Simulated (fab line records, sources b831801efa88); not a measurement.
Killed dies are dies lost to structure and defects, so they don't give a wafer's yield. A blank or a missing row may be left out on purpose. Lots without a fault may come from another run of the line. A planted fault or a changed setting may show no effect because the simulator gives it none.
fab line records | flow sky130
record lots=11 wafers=33 last_day=49
route steps=708 shown METAL4@598 VIA4@657 PAD_OPEN@708
lots that met no fault: from a run of the same line without faults
start_h: hours from the record's first day to the start of the lot's first wafer shown | wait_h: hours since the lot's step before | " the same as in the row above | L1.1+2: a row that stands for several wafers | - no value, or no start given | * or withheld: withheld | < > ~ a bound
route shown NAME@n: a module of which the file shows steps, and the number in the route of the first | usual: mean/standard deviation of fault-free wafers | same: alike in all rows | chamber/n: place in a boat | sites: the reading at each site | _std_site: their standard deviation | _edge_site: outer sites' mean less inner sites' | radius_mm: how far each site lies from the wafer's centre | mask NAME#n: copy n | behind: the tool/chamber that last shaped the wafer | hold: why the lot was held/for how many hours/how that ended | device: the transistor (n, p or np) that didn't switch | end of line: the same wafers' tests at the end of the route | a step without rows: its recipe alone | killed: dies lost to structure and defects at the first sort, not the wafer's yield | map: a wafer's dies, x killed, . not, _ none there
set.NAME: the setting as run; set.NAME@STEP: as run at that earlier step | model.NAME: the simulator's own value behind a step, which no gauge read
steps of the route over a sample of lots; a table a step, a row a wafer
services: from which hour (start_h, from the record's first day; less than 0 if before it) a tool's chamber was out of use, for how many hours, and why
## steps
# step SKY_METAL4_SPUTTER_00
# recipe material=Ti target_thk_nm=15 power_w=3000 time_s=10 chamber_pressure_pa=0.4
# usual throttle_valve_pct=30.2/1.1
# columns lot.wafer tool chamber start_h wait_h throttle_valve_pct
L919.2 pvd_sputter-01 - 929.98 0.2 30.8
L919.3 " - " " 30.2
L919.5 " - " " 30.0
L921.1 pvd_sputter-04 - 944.61 0.2 31.0
L921.4 " - " " 29.6
L921.6 " - " " 29.5
L922.1 pvd_sputter-01 - 955.49 0.2 29.9
L922.4 " - " " 31.1
L922.6 " - " " 30.9
L924.2 pvd_sputter-01 - 972.28 0.1 31.0
L924.3 " - " " 30.7
L924.5 " - " " 30.9
L926.1 pvd_sputter-01 - 1007.09 0.1 29.9
L926.2 " - " " 31.3
L926.5 " - " " 31.0
L931.1 pvd_sputter-01 - 1017.69 0.1 30.9
L931.2 " - " " 30.0
L931.3 " - " " 31.4
L932.1 pvd_sputter-02 - 1027.34 0.1 29.5
L932.2 " - " " 29.2
L932.6 " - " " 29.8
L934.3 pvd_sputter-01 - 1037.89 0.2 30.9
L934.5 " - " " 29.8
L934.6 " - " " 30.7
L935.3 pvd_sputter-04 - 1046.09 0.1 27.4
L935.4 " - " " 31.0
L935.6 " - " " 31.1
L937.1 pvd_sputter-04 - 1051.98 0.1 31.1
L937.2 " - " " 29.7
L937.5 " - " " 27.4
L938.2 pvd_sputter-01 - 1057.56 0.1 30.7
L938.3 " - " " 31.2
L938.4 " - " " 31.4
# step SKY_METAL4_SPUTTER_04
# recipe material=TiN target_thk_nm=70 power_w=6500 time_s=58.3 chamber_pressure_pa=0.4
# usual throttle_valve_pct=30.2/1.1
# columns lot.wafer tool chamber start_h wait_h throttle_valve_pct
L919.2 pvd_sputter-01 - 930.08 0.0 31.2
L919.3 " - " " 29.8
L919.5 " - " " 30.0
L921.1 pvd_sputter-04 - 944.72 0.0 30.5
L921.4 " - " " 29.4
L921.6 " - " " 29.5
L922.1 pvd_sputter-01 - 955.59 0.0 29.8
L922.4 " - " " 31.2
L922.6 " - " " 30.9
L924.2 pvd_sputter-01 - 972.39 0.0 31.0
L924.3 " - " " 30.8
L924.5 " - " " 30.8
L926.1 pvd_sputter-01 - 1007.19 0.0 29.7
L926.2 " - " " 31.3
L926.5 " - " " 30.7
L931.1 pvd_sputter-01 - 1017.79 0.0 30.7
L931.2 " - " " 29.8
L931.3 " - " " 31.4
L932.1 pvd_sputter-02 - 1027.45 0.0 29.7
L932.2 " - " " 29.4
L932.6 " - " " 29.9
L934.3 pvd_sputter-01 - 1038.00 0.0 30.8
L934.5 " - " " 29.7
L934.6 " - " " 30.8
L935.3 pvd_sputter-04 - 1046.20 0.0 27.5
L935.4 " - " " 31.1
L935.6 " - " " 31.0
L937.1 pvd_sputter-04 - 1052.09 0.0 31.3
L937.2 " - " " 29.4
L937.5 " - " " 27.7
L938.2 pvd_sputter-01 - 1057.67 0.0 30.8
L938.3 " - " " 31.0
L938.4 " - " " 31.3
# step SKY_METAL4_ETCH_16
# recipe chemistry=N2/H2 target=BARC ion_energy_ev=200 bias_w=100 pressure_mtorr=30 n2_flow_sccm=100 h2_flow_sccm=200 icp_w=500 stop_on=SiO2 time_s=88.2 target_depth_a=600
# usual drypump_motor_current_A=6.0/0.33 oes_product_au=0.626/0.0048 throttle_valve_pct=13.205/0.0093
# columns lot.wafer tool chamber start_h wait_h drypump_motor_current_A oes_product_au rf_hours_counter_h throttle_valve_pct
L919.2 rie_metal-04 1 979.77 0.0 5.7 0.624 8 13.213
L919.3 " 1 " " 5.7 0.623 - 13.204
L919.5 " 1 " " 5.7 0.632 - 13.211
L921.1 rie_metal-02 0 992.45 0.1 6.5 0.627 12 13.190
L921.4 " 0 " " 6.6 0.628 - 13.218
L921.6 " 0 " " 6.5 0.618 - 13.216
L922.1 rie_metal-01 0 1003.86 0.0 6.3 0.632 19 13.206
L922.4 " 1 " " 6.1 0.620 - 13.209
L922.6 " 0 " " 6.3 0.632 - 13.206
L924.2 rie_metal-04 1 1019.12 0.0 5.6 0.624 10 13.218
L924.3 " 1 " " 5.6 0.627 - 13.210
L924.5 " 0 " " 5.8 0.625 - 13.200
L926.1 rie_metal-01 1 1053.56 0.0 6.1 0.633 10 13.204
L926.2 " 0 " " 6.3 0.622 22 13.201
L926.5 " 0 " " 6.3 0.626 - 13.203
L931.1 rie_metal-04 0 1064.07 0.0 5.8 0.627 17 13.198
L931.2 " 1 " " 5.6 0.627 12 13.196
L931.3 " 1 " " 5.6 0.614 - 13.214
L932.1 rie_metal-04 1 1072.92 0.0 5.6 0.625 13 13.220
L932.2 " 0 " " 5.8 0.629 17 13.207
L932.6 " 0 " " 5.8 0.629 - 13.219
L934.3 rie_metal-04 0 1082.70 0.0 5.8 0.624 - 13.212
L934.5 " 0 " " 5.8 0.620 - 13.189
L934.6 " 1 " " 5.6 0.622 - 13.217
L935.3 rie_metal-04 0 1089.35 0.0 5.8 0.628 - 13.200
L935.4 " 1 " " 5.6 0.631 - 13.209
L935.6 " 1 " " 5.6 0.627 - 13.215
L937.1 rie_metal-02 0 1095.62 0.0 6.5 0.626 18 13.201
L937.2 " 1 " " 6.1 0.631 12 13.216
L937.5 " 0 " " 6.6 0.624 - 13.202
L938.2 rie_metal-01 0 1100.39 0.0 6.3 0.624 26 13.197
L938.3 " 0 " " 6.3 0.627 - 13.199
L938.4 " 1 " " 6.1 0.622 - 13.202
# step SKY_VIA4_CVD_18
# recipe material=W target_thk_nm=505 time_s=152.14 temp_c=400 pressure_torr=40
# usual heater_power_w=876/58 susceptor_temp_C=400.05/0.25
# columns lot.wafer tool chamber start_h wait_h heater_power_w susceptor_temp_C
L919.2 cvd_w-02 0 1005.54 0.0 946 399.88
L919.3 " 0 " " 938 399.72
L919.5 " 1 " " 802 400.04
L921.1 cvd_w-01 1 1017.38 0.0 906 399.74
L921.4 " 0 " " 857 399.80
L921.6 " 0 " " 847 399.74
L922.1 cvd_w-02 0 1028.98 0.0 950 400.01
L922.4 " 0 " " 925 400.00
L922.6 " 0 " " 914 400.25
L924.2 cvd_w-01 1 1043.33 0.0 945 400.59
L924.3 " 1 " " 920 400.20
L924.5 " 0 " " 835 400.20
L926.1 cvd_w-02 0 1077.21 0.0 932 399.78
L926.2 " 1 " " 809 400.32
L926.5 " 0 " " 944 399.69
L931.1 cvd_w-01 1 1087.64 0.0 907 399.97
L931.2 " 0 " " 861 399.51
L931.3 " 1 " " 920 400.31
L932.1 cvd_w-02 1 1095.84 0.0 823 399.87
L932.2 " 0 " " 955 400.12
L932.6 " 1 " " 800 400.01
L934.3 cvd_w-01 0 1105.40 0.1 854 399.96
L934.5 " 0 " " 872 399.88
L934.6 " 1 " " 902 399.56
L935.3 cvd_w-02 0 1111.35 0.1 943 400.33
L935.4 " 1 " " 782 394.32
L935.6 " 0 " " 949 400.07
L937.1 cvd_w-01 0 1117.68 0.0 865 400.24
L937.2 " 1 " " 905 399.74
L937.5 " 0 " " 857 399.99
L938.2 cvd_w-02 1 1121.64 0.0 780 394.32
L938.3 " 1 " " 744 394.09
L938.4 " 0 " " 928 399.87
# step SKY_VIA4_RS_MEAS_19
# recipe thk_meas_gauge=four-point-probe reads=W_of_VIA4_CVD_18+TiN_of_VIA4_SPUTTER_17
# usual VIA4_W_RS=0.2246/0.0024
# columns lot.wafer tool chamber start_h wait_h VIA4_W_RS[ohm/sq]
L919.2 film_metro-01 - 1005.71 0.1 0.2233
L919.3 " - " " 0.2239
L919.5 " - " " 0.2203
L921.1 film_metro-04 - 1017.53 0.1 0.2280
L921.4 " - " " 0.2299
L921.6 " - " " 0.2256
L922.1 film_metro-02 - 1029.13 0.1 0.2264
L922.4 " - " " 0.2257
L922.6 " - " " 0.2257
L924.2 film_metro-02 - 1043.51 0.1 0.2236
L924.3 " - " " 0.2255
L924.5 " - " " 0.2255
L926.1 film_metro-01 - 1077.36 0.1 0.2213
L926.2 " - " " 0.2225
L926.5 " - " " 0.2228
L931.1 film_metro-01 - 1087.79 0.1 0.2234
L931.2 " - " " 0.2248
L931.3 " - " " 0.2240
L932.1 film_metro-02 - 1096.01 0.1 0.2264
L932.2 " - " " 0.2296
L932.6 " - " " 0.2233
L934.3 film_metro-02 - 1105.54 0.1 0.2236
L934.5 " - " " 0.2242
L934.6 " - " " 0.2253
L935.3 film_metro-02 - 1111.49 0.1 0.2297
L935.4 " - " " 0.2461
L935.6 " - " " 0.2281
L937.1 film_metro-02 - 1117.84 0.1 0.2259
L937.2 " - " " 0.2271
L937.5 " - " " 0.2252
L938.2 film_metro-04 - 1121.81 0.1 0.2461
L938.3 " - " " 0.2476
L938.4 " - " " 0.2284
# step SKY_VIA4_THK_MEAS_20
# recipe thk_meas_gauge=xrf reads=W_of_VIA4_CVD_18
# usual VIA4_W_THK=494/6.6
# columns lot.wafer tool chamber start_h wait_h VIA4_W_THK[nm]
L919.2 film_metro-01 - 1005.82 0.1 498
L919.3 " - " " 500
L919.5 " - " " 504
L921.1 film_metro-04 - 1017.65 0.1 481
L921.4 " - " " 479
L921.6 " - " " 485
L922.1 film_metro-02 - 1029.25 0.1 489
L922.4 " - " " 490
L922.6 " - " " 488
L924.2 film_metro-02 - 1043.62 0.1 503
L924.3 " - " " 495
L924.5 " - " " 494
L926.1 film_metro-01 - 1077.48 0.1 504
L926.2 " - " " 498
L926.5 " - " " 504
L931.1 film_metro-01 - 1087.91 0.1 496
L931.2 " - " " 495
L931.3 " - " " 497
L932.1 film_metro-02 - 1096.13 0.1 489
L932.2 " - " " 484
L932.6 " - " " 498
L934.3 film_metro-02 - 1105.64 0.1 496
L934.5 " - " " 491
L934.6 " - " " 491
L935.3 film_metro-02 - 1111.59 0.1 482
L935.4 " - " " 450
L935.6 " - " " 487
L937.1 film_metro-02 - 1117.96 0.1 491
L937.2 " - " " 490
L937.5 " - " " 492
L938.2 film_metro-04 - 1121.92 0.1 450
L938.3 " - " " 447
L938.4 " - " " 485
# step SKY_PAD_OPEN_PROBE_99
# usual defect_limited_yield=82.5/1.9 killed_at_M0_to_M3=43/6.4 killed_at_M4_up=2.9/1.7 killed_at_contacts=24/5 killed_at_front_end=15/4 killed_at_other=0.4/0.62 killed_dies=86/9.3 killed_open=47/6.8 killed_short=38/5.8 sort_bin_3_pad_short=0.9/0.42 sort_bin_5_function=10.3/1.5 sort_bin_6_memory=6.3/1.1 sort_n_pass=406/9.3 sort_yield_pct=82.5/1.9
# same gross_dies=492 killed_at_back_side=0 sort_bin_4_leakage[%]=0 sort_bin_8_speed[%]=0
# columns lot.wafer tool chamber start_h wait_h defect_limited_yield[%] killed_at_M0_to_M3 killed_at_M4_up killed_at_contacts killed_at_front_end killed_at_other killed_dies killed_open killed_short sort_bin_3_pad_short[%] sort_bin_5_function[%] sort_bin_6_memory[%] sort_n_pass sort_yield_pct[%]
L921.1 prober-01 - 1087.75 0.1 85.0 39 3 20 12 0 74 38 36 0.2 9.1 5.7 418 85.0
L921.4 prober-01 - 1087.90 0.2 82.9 36 5 27 14 2 84 40 43 1.2 9.3 6.5 408 82.9
L921.6 prober-01 - 1088.00 0.2 81.9 40 4 22 22 1 89 60 29 0.8 12.4 4.9 403 81.9
L922.1 prober-02 - 1097.74 0.1 82.7 43 2 26 14 0 85 52 32 1.4 10.6 5.3 407 82.7
L922.4 prober-02 - 1097.89 0.2 83.1 44 2 26 9 2 83 47 36 1.2 10.2 5.5 409 83.1
L922.6 prober-02 - 1097.99 0.2 76.2 54 1 33 29 0 117 62 52 1.6 13.8 8.3 375 76.2
L931.1 prober-02 - 1150.34 0.1 81.7 50 1 21 18 0 90 45 45 1.4 9.3 7.5 402 81.7
L931.2 prober-02 - 1150.39 0.1 85.0 41 2 20 10 1 74 39 35 1.0 8.9 5.1 418 85.0
L931.3 prober-02 - 1150.44 0.2 80.5 47 3 22 24 0 96 55 40 0.4 11.2 7.9 396 80.5
L935.3 prober-01 - 1170.33 0.2 82.5 42 7 27 10 0 86 38 48 1.4 10.8 5.3 406 82.5
L935.4 prober-01 - 1170.38 0.2 82.7 35 7 27 15 1 85 49 36 0.8 11.2 5.3 407 82.7
L935.6 prober-01 - 1170.48 0.2 83.7 39 4 18 19 0 80 38 42 0.6 9.3 6.3 412 83.7
# killed by level:class
L921.1 VIA1:geometric_particle:open=10 CONTACT:geometric_particle:open=9 METAL2:geometric_particle:short=7 METAL1:geometric_particle:short=6 VIA3:geometric_particle:open=5 LI_CONTACT:geometric_particle:open=5 LI_CONTACT:geometric_particle:short=4 FIELD_ISO:geometric_particle:short=3
L921.4 LI_CONTACT:geometric_particle:open=11 CONTACT:geometric_particle:open=7 VIA2:geometric_particle:open=6 POLY_GATE:geometric_particle:short=5 VIA3:geometric_particle:short=5 METAL2:geometric_particle:short=4 METAL1:geometric_particle:short=4 VIA2:geometric_particle:short=4
L921.6 CONTACT:geometric_particle:open=10 VIA1:geometric_particle:open=9 FIELD_ISO:geometric_particle:open=8 VIA2:geometric_particle:open=6 LI_CONTACT:geometric_particle:open=5 VIA1:geometric_particle:short=5 VIA3:geometric_particle:open=5 METAL3:geometric_particle:open=4
L922.1 CONTACT:geometric_particle:open=13 VIA1:geometric_particle:open=10 FIELD_ISO:geometric_particle:open=7 LI_CONTACT:geometric_particle:open=6 METAL1:geometric_particle:short=6 METAL2:geometric_particle:short=6 VIA3:geometric_particle:open=6 CONTACT:geometric_particle:short=5
L922.4 CONTACT:geometric_particle:open=8 VIA1:geometric_particle:open=8 LOCAL_INTERCONNECT:geometric_particle:short=6 VIA3:geometric_particle:open=6 VIA2:geometric_particle:open=6 LI_CONTACT:geometric_particle:open=5 CONTACT:geometric_particle:short=5 POLY_GATE:geometric_particle:open=4
L922.6 VIA1:geometric_particle:open=13 CONTACT:geometric_particle:open=11 LOCAL_INTERCONNECT:geometric_particle:short=9 VIA3:geometric_particle:open=9 LI_CONTACT:geometric_particle:open=8 FIELD_ISO:geometric_particle:short=7 POLY_GATE:geometric_particle:open=7 METAL2:geometric_particle:short=6
L931.1 VIA1:geometric_particle:open=15 FIELD_ISO:geometric_particle:short=8 VIA2:geometric_particle:open=8 VIA3:geometric_particle:short=6 CONTACT:geometric_particle:open=6 CONTACT:geometric_particle:short=5 METAL1:geometric_particle:short=5 FIELD_ISO:geometric_particle:open=4
L931.2 VIA2:geometric_particle:open=8 VIA1:geometric_particle:open=7 CONTACT:geometric_particle:open=6 LI_CONTACT:geometric_particle:open=5 CONTACT:geometric_particle:short=5 VIA1:geometric_particle:short=5 VIA3:geometric_particle:open=4 METAL3:geometric_particle:short=4
L931.3 VIA1:geometric_particle:open=15 LI_CONTACT:geometric_particle:open=7 VIA2:geometric_particle:open=7 FIELD_ISO:geometric_particle:short=6 FIELD_ISO:geometric_particle:open=6 POLY_GATE:geometric_particle:open=6 CONTACT:geometric_particle:short=6 CONTACT:geometric_particle:open=5
L935.3 LI_CONTACT:geometric_particle:open=9 VIA2:geometric_particle:short=7 CONTACT:geometric_particle:open=7 VIA1:geometric_particle:open=7 METAL1:geometric_particle:short=6 METAL3:geometric_particle:short=6 CONTACT:geometric_particle:short=5 POLY_GATE:geometric_particle:open=5
L935.4 CONTACT:geometric_particle:open=11 VIA1:geometric_particle:open=10 VIA1:geometric_particle:short=6 POLY_GATE:geometric_particle:short=5 VIA3:geometric_particle:open=5 POLY_GATE:geometric_particle:open=4 LI_CONTACT:geometric_particle:open=4 LOCAL_INTERCONNECT:geometric_particle:short=4
L935.6 VIA2:geometric_particle:open=8 LOCAL_INTERCONNECT:geometric_particle:short=7 VIA1:geometric_particle:short=7 METAL2:geometric_particle:short=7 POLY_GATE:geometric_particle:short=6 CONTACT:geometric_particle:open=6 VIA1:geometric_particle:open=5 POLY_GATE:geometric_particle:open=4
## services
# columns tool chamber start_h hours kind
pvd_sputter-04 - 916.22 3.0 repair
pvd_sputter-01 1 929.55 - consumable_replace:kit
pvd_sputter-01 1 929.55 18.0 scheduled_down
pvd_sputter-01 1 929.55 18.0 vent_cycle
pvd_sputter-04 1 944.77 - consumable_replace:kit
pvd_sputter-04 1 944.77 18.0 scheduled_down
pvd_sputter-04 1 944.77 18.0 vent_cycle
rie_metal-02 1 989.84 4.6 repair
cvd_w-01 1 992.30 4.4 repair
cvd_w-02 - 992.85 6.0 pm
rie_metal-01 - 1020.90 1.2 repair
cvd_w-01 - 1024.74 4.8 repair
pvd_sputter-01 0 1038.05 - consumable_replace:kit
pvd_sputter-01 0 1038.05 18.0 scheduled_down
pvd_sputter-01 0 1038.05 18.0 vent_cycle
rie_metal-02 - 1045.51 2.8 pm
rie_metal-04 - 1048.26 15.6 pm
rie_metal-02 - 1051.73 2.5 repair
pvd_sputter-02 - 1067.34 2.3 repair
pvd_sputter-04 0 1098.85 - consumable_replace:kit
pvd_sputter-04 0 1098.85 18.0 scheduled_down
pvd_sputter-04 0 1098.85 18.0 vent_cycle
pvd_sputter-02 - 1105.53 2.6 repair
rie_metal-01 - 1109.50 0.3 repair
## key
first_sign step=SKY_VIA4_CVD_18 reading=susceptor_temp_C direction=down sigmas=23 usual=* struck=*
effect step=SKY_VIA4_RS_MEAS_19 reading=VIA4_W_RS direction=up sigmas=9.1 usual=0.2246 struck=0.2466
effect step=SKY_VIA4_THK_MEAS_20 reading=VIA4_W_THK direction=down sigmas=6.8 usual=494 struck=449
met_at SKY_VIA4_CVD_18
struck_lots L935,L938
struck_wafers L935.4,L938.2,L938.3
not_acting_at SKY_METAL4_SPUTTER_00,SKY_METAL4_SPUTTER_04,SKY_METAL4_ETCH_16
onset_between 1095.84 1111.35
fault kind=process_parameter_drift tool=cvd_w-02 chamber=1 onset_h=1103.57 steps=SKY_VIA4_CVD_18 channel=temp_c offset=* shape=step end_h=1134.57 acts_in=* stated=*
